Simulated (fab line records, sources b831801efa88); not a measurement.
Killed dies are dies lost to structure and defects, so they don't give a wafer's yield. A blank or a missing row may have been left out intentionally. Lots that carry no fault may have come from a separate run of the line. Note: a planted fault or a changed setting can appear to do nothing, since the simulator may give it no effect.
8D (eight disciplines) problem report, filled in by code || flow sky130 || the parts of the form that need people (team, actions taken, sign-off) are left out

## 1. WHAT IS WRONG
runLengthS at SKY_SONOS_ONO_WET_ETCH_16 reads a mean of 606 s on 3 wafers of 1 lot; wafers without a fault read 310 s with a standard deviation of 4.2. That puts it +70 standard deviations away from the usual mean.
The step: etches SiO2 in dHF, target depth 14 nm, time 280 s.
First seen on wafer L248.1, day 17 09:59, on wetBench-02. The record has a number at this step for 33 wafers belonging to 11 lots. The rule behind "out" and "out of limits": a value lying over 4 standard deviations away from the usual mean. The other wafers with a number count as sound.

## 2. WHAT IT IS, AND WHAT IT ISN'T
{"question": "which readings at this step", "is": "runLengthS", "is not": "-"}
{"question": "which lots", "is": "L248", "is not": "L235, L236, L237, L238, L239, L240, L252, L254, L256, L258"}
{"question": "which wafers of those lots", "is": "all that have a number", "is not": "-"}
{"question": "read on which tools", "is": "wetBench-02", "is not": "wetBench-01, wetBench-03"}
{"question": "when", "is": "from day 17 09:59", "is not": "up to then (18 sound wafers); but 12 sound wafers of L252, L254, L256, L258 came after"}

## 3. SUSPECTS, AND WHAT RULES EACH OUT
Counting: any tool at a process step up to the reading is kept as a suspect provided that every lot that is out went through it and no sound lot did after the first of them.
- wetBench-02 at SKY_SONOS_ONO_WET_ETCH_16 (etches SiO2 in dHF, target depth 14 nm, time 280 s): ruled out as a lasting fault. Following L248 (day 17 09:59), the first lot on it that is out, the sound lots L252 were run on it.
Left after counting: nothing in the record.

## 4. THE CAUSE (what the simulator had put in)
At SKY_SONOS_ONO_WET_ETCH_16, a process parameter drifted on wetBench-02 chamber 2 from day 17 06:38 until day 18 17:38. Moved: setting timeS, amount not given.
Counting ruled it out, wrongly.

## 5. SEQUENCE OF EFFECTS, ordered by route
One row per reading whose mean, taken over the struck wafers that have a number, lies over 3 standard deviations from the usual. Only readings whose record carries a usual standard deviation are examined. hours: median over the lots of the time between each lot's start at the first step of this table that gives one and its start at this step. sigmas: the change, counted in usual standard deviations.
{"hours": 0, "step": "SKY_SONOS_ONO_WET_ETCH_16", "reading": "runLengthS", "usual": "310 s", "on struck wafers": 606, "change": "+296", "sigmas": "+70"}
Here are the process steps it includes:
- SKY_SONOS_ONO_WET_ETCH_16: etches SiO2 in dHF, target depth 14 nm, time 280 s.

## 6. WHAT WOULD HAVE CAUGHT IT SOONER
First out-of-limits reading in this record: day 17 09:59, which is 3 hours after fault onset at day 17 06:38.
